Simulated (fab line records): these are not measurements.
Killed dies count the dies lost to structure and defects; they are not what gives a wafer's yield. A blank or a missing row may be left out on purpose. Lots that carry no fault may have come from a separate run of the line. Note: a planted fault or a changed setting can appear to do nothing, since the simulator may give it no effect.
Chamber matching + flow sky130 + SKY_CONTACT_CMP_04 on cmp-02 has 4 sister chambers
The step polishes SiO2. 7 wafers are shown with their chamber, then 7 later ones without.

## EACH WAFER AND ITS CHAMBER
| wafer  | chamber | edge_zone_pressure_frac | time_to_endpoint_s (s) |
|--------|---------|-------------------------|------------------------|
| L543.5 | 3       | 1.007                   | 85                     |
| L547.3 | 3       | 1.011                   | 87                     |
| L550.1 | 2       | 1.008                   | 79                     |
| L550.6 | 2       | 1.002                   | 83                     |
| L552.1 | 1       | 1.002                   | 81                     |
| L555.2 | 0       | 1.008                   | 84                     |
| L555.5 | 0       | 1.005                   | 80                     |

## WAFERS WITHOUT THEIR CHAMBER
| wafer  | edge_zone_pressure_frac | time_to_endpoint_s (s) |
|--------|-------------------------|------------------------|
| L555.6 | 1.002                   | 77                     |
| L562.1 | 1.006                   | 84                     |
| L562.3 | 1.013                   | 85                     |
| L562.5 | 0.997                   | 83                     |
| L563.1 | 1.001                   | 85                     |
| L563.2 | 0.995                   | 84                     |
| L563.3 | 1.002                   | 84                     |

## WHICH CHAMBER EACH ONE RAN IN
| wafer  | from the rows above               | in truth |
|--------|-----------------------------------|----------|
| L555.6 | can't be placed: 1 or 2 or 0      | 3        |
| L562.1 | can't be placed: 0 or 3 or 2 or 1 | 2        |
| L562.3 | can't be placed: 3 or 0 or 2      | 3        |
| L562.5 | can't be placed: 1 or 2 or 0      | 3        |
| L563.1 | can't be placed: 1 or 2 or 0 or 3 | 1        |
| L563.2 | can't be placed: 1 or 2 or 0 or 3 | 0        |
| L563.3 | can't be placed: 1 or 2 or 0 or 3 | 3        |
Correct placement for 0 of the 7. Not placeable from these rows: 7 (in 5, the candidates include the true chamber). Number placed wrongly: 0.
How it was worked out, from the rows above alone: a wafer's distance from a chamber is the root of the sum, over the readings, of the square of ((its reading less the chamber's mean) divided by the reading's scatter). The wafer belongs to the nearest chamber; if the next one is less than 2 further off, it can't be placed. For every chamber, the mean is computed from those of its wafers that are shown. The scatter: the root of (the sum of the squares of (reading less its chamber's mean) over the shown wafers, divided by (wafers less chambers)).
